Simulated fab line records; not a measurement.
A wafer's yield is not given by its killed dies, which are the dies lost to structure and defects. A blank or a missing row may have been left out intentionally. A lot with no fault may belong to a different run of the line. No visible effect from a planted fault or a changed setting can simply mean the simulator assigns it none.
The tool behind it: which one? | flow gf180mcu | 14 lots, 40 wafers sampled, at 5 steps of a route of 602

## WHAT EACH GAUGE READ, for each wafer
GF_VT_IMPLANT_RS_MEAS_47: measurement is done with a four-point probe.
lot  | measured     | on            | NWELL_RS (ohm/sq)
L165 | day 7 09:40  | film_metro-02 | 487.5 486.4 487.2
L166 | day 7 15:54  | film_metro-03 | 486.5 487.6 487.5
L167 | day 8 02:32  | film_metro-04 | 487.0 489.3 488.0
L168 | day 8 05:23  | film_metro-02 | 488.0 486.7 489.2
L170 | day 8 19:22  | film_metro-03 | 487.8 488.1 488.7
L171 | day 9 00:14  | film_metro-04 | 485.9 486.1 485.6
L172 | day 9 07:54  | film_metro-03 | 486.8 487.0 487.0
L173 | day 9 11:59  | film_metro-03 | 488.0 488.1 486.2
L179 | day 11 13:12 | film_metro-03 | 487.1 486.7
L181 | day 12 11:19 | film_metro-02 | 486.9 487.8
L184 | day 13 17:19 | film_metro-04 | 487.4 487.1 488.5
L185 | day 13 18:10 | film_metro-04 | 488.5 490.1 490.6
L188 | day 14 04:24 | film_metro-03 | 485.1 486.5 485.7
L186 | day 14 04:51 | film_metro-02 | 487.9 487.0 487.5

GF_VT_IMPLANT_RS_MEAS_49: measurement is done with a four-point probe.
lot  | measured     | on            | MVPSD_RS (ohm/sq)
L165 | day 7 09:55  | film_metro-02 | 1164.0 1169.7 1164.9
L166 | day 7 16:08  | film_metro-03 | 1167.8 1167.0 1165.1
L167 | day 8 02:47  | film_metro-04 | 1167.6 1165.3 1163.6
L168 | day 8 05:38  | film_metro-02 | 1161.5 1161.8 1165.0
L170 | day 8 19:36  | film_metro-03 | 1165.4 1166.4 1167.4
L171 | day 9 00:28  | film_metro-04 | 1165.4 1167.1 1167.8
L172 | day 9 08:08  | film_metro-03 | 1165.8 1168.4 1165.9
L173 | day 9 12:14  | film_metro-03 | 1170.1 1162.7 1165.7
L179 | day 11 13:26 | film_metro-03 | 1219.1 1165.4
L181 | day 12 11:33 | film_metro-02 | 1226.0 1173.5
L184 | day 13 17:34 | film_metro-04 | 1168.1 1164.8 1166.1
L185 | day 13 18:25 | film_metro-04 | 1167.9 1169.1 1168.9
L188 | day 14 04:38 | film_metro-03 | 1165.1 1168.7 1170.3
L186 | day 14 05:05 | film_metro-02 | 1164.7 1165.3 1165.5

GF_DUAL_GATE_OVL_MEAS_11.
lot  | measured     | on         | DUAL_GATE_OVL (nm)
L165 | day 8 04:05  | overlay-01 | -1.0 -2.8 -1.9
L166 | day 8 09:52  | overlay-02 | 2.1 1.6 3.0
L167 | day 8 22:49  | overlay-02 | 0.3 1.9 -0.4
L168 | day 9 03:47  | overlay-01 | 0.7 1.3 -0.2
L170 | day 9 15:47  | overlay-02 | 0.1 -1.0 -1.2
L171 | day 9 18:36  | overlay-02 | 2.0 1.8 0.4
L172 | day 10 02:49 | overlay-01 | 0.3 0.2 -1.7
L173 | day 10 08:22 | overlay-01 | 0.7 0.5 0.1
L179 | day 12 10:14 | overlay-01 | -2.7 -0.5
L181 | day 13 11:29 | overlay-02 | -1.2 -0.2
L184 | day 14 15:16 | overlay-02 | -0.3 -1.6 -0.4
L185 | day 14 19:02 | overlay-02 | 0.7 -1.1 -0.8
L188 | day 15 06:19 | overlay-02 | 2.1 1.8 1.7
L186 | day 15 06:37 | overlay-01 | -1.7 0.8 -0.7

GF_HV_LDD_TW_MEAS_11.
lot  | measured     | on            | HV_LDD_TW
L165 | day 9 22:02  | film_metro-03 | 2443 2415 2436
L166 | day 10 04:41 | film_metro-04 | 2372 2378 2379
L167 | day 10 14:38 | film_metro-02 | 2417 2408 2414
L168 | day 10 21:25 | film_metro-04 | 2383 2373 2367
L170 | day 11 08:51 | film_metro-02 | 2414 2415 2417
L171 | day 11 13:04 | film_metro-04 | 2371 2363 2371
L172 | day 11 20:35 | film_metro-04 | 2362 2358 2369
L173 | day 12 03:20 | film_metro-03 | 2437 2423 2437
L179 | day 14 08:51 | film_metro-04 | 2366 2373
L181 | day 15 10:52 | film_metro-02 | 2400 2410
L184 | day 16 20:08 | film_metro-04 | 2369 2369 2364
L185 | day 17 03:50 | film_metro-03 | 2442 2431 2441
L188 | day 17 13:17 | film_metro-04 | 2401 2404 2389
L186 | day 17 13:33 | film_metro-02 | 2415 2411 2419

## WHAT TOOL EACH LOT RAN ON (gives the tool, then ch and the chambers of the sampled wafers, and finally the start)
lot  | GF_MVPSD_IMPLANT_09
L165 | implanter-04 ch 0, day 5 01:02
L166 | implanter-02 ch 0, day 5 07:40
L167 | implanter-02 ch 0, day 5 14:25
L168 | implanter-02 ch 0, day 5 17:28
L170 | implanter-02 ch 0, day 6 05:36
L171 | implanter-01 ch 0, day 6 10:50
L172 | implanter-01 ch 0, day 6 16:40
L173 | implanter-02 ch 0, day 6 20:46
L179 | implanter-02 ch 0, day 8 13:14
L181 | implanter-02 ch 0, day 9 08:05
L184 | implanter-04 ch 0, day 10 10:35
L185 | implanter-01 ch 0, day 10 11:14
L188 | implanter-04 ch 0, day 10 21:10
L186 | implanter-01 ch 0, day 10 22:14
- GF_MVPSD_IMPLANT_09

## AS READ BY THE TOOLS THEMSELVES (means over the sampled wafers that have a number; for cases with no such wafer, the mark the record gives instead)
GF_MVPSD_IMPLANT_09.
lot  | tool         | beam_on_s (s) | dose_ions_cm2 | end_station_pressure_torr (Torr) | faraday_current_uA
L165 | implanter-04 | 9.89          | 5.003e+12     | 5.14e-06                         | 28.5
L166 | implanter-02 | 10.01         | 5.000e+12     | 4.82e-06                         | 28.1
L167 | implanter-02 | 9.87          | 4.999e+12     | 5.15e-06                         | 28.6
L168 | implanter-02 | 9.98          | 5.006e+12     | 5.05e-06                         | 28.2
L170 | implanter-02 | 10.04         | 5.006e+12     | 5.30e-06                         | 28.1
L171 | implanter-01 | 10.01         | 4.993e+12     | 5.25e-06                         | 28.2
L172 | implanter-01 | 10.07         | 4.994e+12     | 4.95e-06                         | 27.9
L173 | implanter-02 | 10.27         | 5.004e+12     | 5.03e-06                         | 27.4
L179 | implanter-02 | 8.85          | 5.000e+12     | 5.19e-06                         | 32.3
L181 | implanter-02 | 8.68          | 5.000e+12     | 5.03e-06                         | 33.1
L184 | implanter-04 | 10.06         | 5.004e+12     | 5.02e-06                         | 27.9
L185 | implanter-01 | 9.85          | 5.008e+12     | 5.05e-06                         | 28.6
L188 | implanter-04 | 9.90          | 5.000e+12     | 4.82e-06                         | 28.5
L186 | implanter-01 | 10.04         | 5.005e+12     | 4.89e-06                         | 28.1

## THE ANSWER, worked out from the rows above alone
Rule: what is usual is taken from the lots themselves. Put in order of their means at a reading, lots are off if they are a third of the lots or fewer, leave a main group of 4 or more, and stand apart from it by a gap of 3 or more times the standard deviation of the main group's means; of several such gaps the widest counts. A main group whose means are all the same, to the digits that the tables above print for the reading, isn't used. Also off: a lot with no number at a reading for which 4 or more lots have one. All remaining lots with rows at the step are treated as sound. The gauges are gone through in route order, then the tools' own readings, and for those a lot's mean is taken as printed above. At the first step where some lot is off, the reading lying furthest off is the one used; lots without a number count as furthest.
Off: at GF_VT_IMPLANT_RS_MEAS_49 (MVPSD_RS), L179, L181. The main group: mean 1166.3 ohm/sq, standard deviation 1.4.
If a tool, at a process step before that reading, ran all the lots that are off and no sound lot after the first of them, it fits. The gauges at GF_VT_IMPLANT_RS_MEAS_49 aren't tried: what is off there is off at GF_MVPSD_IMPLANT_09 too, on other tools, and a gauge's error can't cause that. One candidate fits, namely implanter-02 at GF_MVPSD_IMPLANT_09. A fault onset in the window from L173 (day 6 20:46, its last sound lot) to L179 (day 8 13:14, its first lot off) fits.
The tool's own readings at GF_MVPSD_IMPLANT_09 bear it out: on the lots that are off they differ by more than 5 times the standard deviation of the sound lots' means. beam_on_s reads 8.77 s there against 10.00 s on the sound lots; faraday_current_uA reads 32.7 there against 28.2 on the sound lots.

## WHAT WAS PUT IN BY THE SIMULATOR
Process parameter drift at GF_MVPSD_IMPLANT_09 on implanter-02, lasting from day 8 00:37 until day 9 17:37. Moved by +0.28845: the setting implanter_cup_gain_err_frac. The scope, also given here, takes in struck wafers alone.
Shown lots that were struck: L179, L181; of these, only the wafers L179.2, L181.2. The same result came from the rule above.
